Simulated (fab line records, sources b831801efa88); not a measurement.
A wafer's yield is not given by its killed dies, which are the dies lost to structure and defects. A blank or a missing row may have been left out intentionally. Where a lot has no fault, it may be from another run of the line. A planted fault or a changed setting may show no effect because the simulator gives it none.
What tool caused it? + flow gf180mcu + 13 lots, 39 wafers sampled, at 2 steps of a route of 602

WHAT THE GAUGES SHOWED, per wafer
GF_V5_CD_MEAS_14: target cd 260 nm.
| lot  | measured     | on       | cdNm (nm)         |
|------|--------------|----------|-------------------|
| L272 | day 27 12:17 | cdSem-01 | 258.1 257.4 257.7 |
| L274 | day 27 18:01 | cdSem-02 | 259.4 258.9 258.8 |
| L273 | day 27 18:25 | cdSem-02 | 260.9 260.7 258.9 |
| L275 | day 28 12:44 | cdSem-02 | 260.9 261.8 261.7 |
| L276 | day 28 20:19 | cdSem-02 | 260.7 260.4 259.8 |
| L278 | day 29 15:09 | cdSem-02 | 261.7 261.7 260.5 |
| L281 | day 30 05:47 | cdSem-02 | 259.3 259.3 260.3 |
| L282 | day 30 10:05 | cdSem-01 | 261.7 262.1 261.2 |
| L287 | day 31 17:20 | cdSem-01 | 256.6 257.4 258.4 |
| L290 | day 32 11:58 | cdSem-01 | 260.5 260.6 259.3 |
| L292 | day 32 22:40 | cdSem-01 | 258.1 258.7 259.3 |
| L293 | day 32 23:28 | cdSem-02 | 258.6 259.1 259.7 |
| L294 | day 33 09:10 | cdSem-02 | 258.2 260.3 258.7 |

GF_V5_RS_MEAS_24: measurement is done with a four-point probe.
| lot  | measured     | on           | V5_W_RS (ohm/sq)  |
|------|--------------|--------------|-------------------|
| L272 | day 27 13:22 | filmMetro-03 | 0.326 0.329 0.326 |
| L274 | day 27 19:12 | filmMetro-03 | 0.328 0.330 0.326 |
| L273 | day 27 19:29 | filmMetro-04 | 0.332 0.327 0.334 |
| L275 | day 28 13:52 | filmMetro-03 | 0.333 0.328 0.329 |
| L276 | day 28 21:24 | filmMetro-03 | 0.328 0.331 0.325 |
| L278 | day 29 16:13 | filmMetro-01 | 0.326 0.333 0.333 |
| L281 | day 30 06:51 | filmMetro-03 | 0.328 0.326 0.331 |
| L282 | day 30 11:09 | filmMetro-04 | 0.329 0.333 0.327 |
| L287 | day 31 18:23 | filmMetro-03 | 0.327 0.329 0.328 |
| L290 | day 32 13:03 | filmMetro-01 | 0.320 0.326 0.318 |
| L292 | day 32 23:44 | filmMetro-03 | 0.329 0.326 0.322 |
| L293 | day 33 00:31 | filmMetro-04 | 0.334 0.332 0.327 |
| L294 | day 33 10:16 | filmMetro-03 | 0.327 0.328 0.329 |

WHAT TOOL EACH LOT RAN ON (gives the tool, then ch and the chambers of the sampled wafers, and finally the start)
Record: no process step prior to these readings.

AS READ BY THE TOOLS THEMSELVES (means over the sampled wafers that have a number; for cases with no such wafer, the mark the record gives instead)
The record holds no such reading with a usual standard deviation.

THE ANSWER, worked out from the rows above alone
Rule: the usual values come from the lots themselves. Put in order of their means at a reading, lots are off if they are a third of the lots or fewer, leave a main group of 4 or more, and stand apart from it by a gap of 3 or more times the standard deviation of the main group's means; of several such gaps the widest counts. A main group is skipped when, at the precision printed for the reading in the tables above, its means are all equal. Also off: a lot with no number at a reading for which 4 or more lots have one. Where the step has rows for the other lots, those lots are counted as sound. After the gauges, taken in route order, come the tools' own readings; for these a lot's mean is taken, as printed above. The first step at which some lot is off is used, and at that step the reading that is off furthest; a lot without a number counts as furthest.
No lot is off on any of the readings shown, so nothing can be concluded from this.

WHAT THE SIMULATOR HAD PUT IN
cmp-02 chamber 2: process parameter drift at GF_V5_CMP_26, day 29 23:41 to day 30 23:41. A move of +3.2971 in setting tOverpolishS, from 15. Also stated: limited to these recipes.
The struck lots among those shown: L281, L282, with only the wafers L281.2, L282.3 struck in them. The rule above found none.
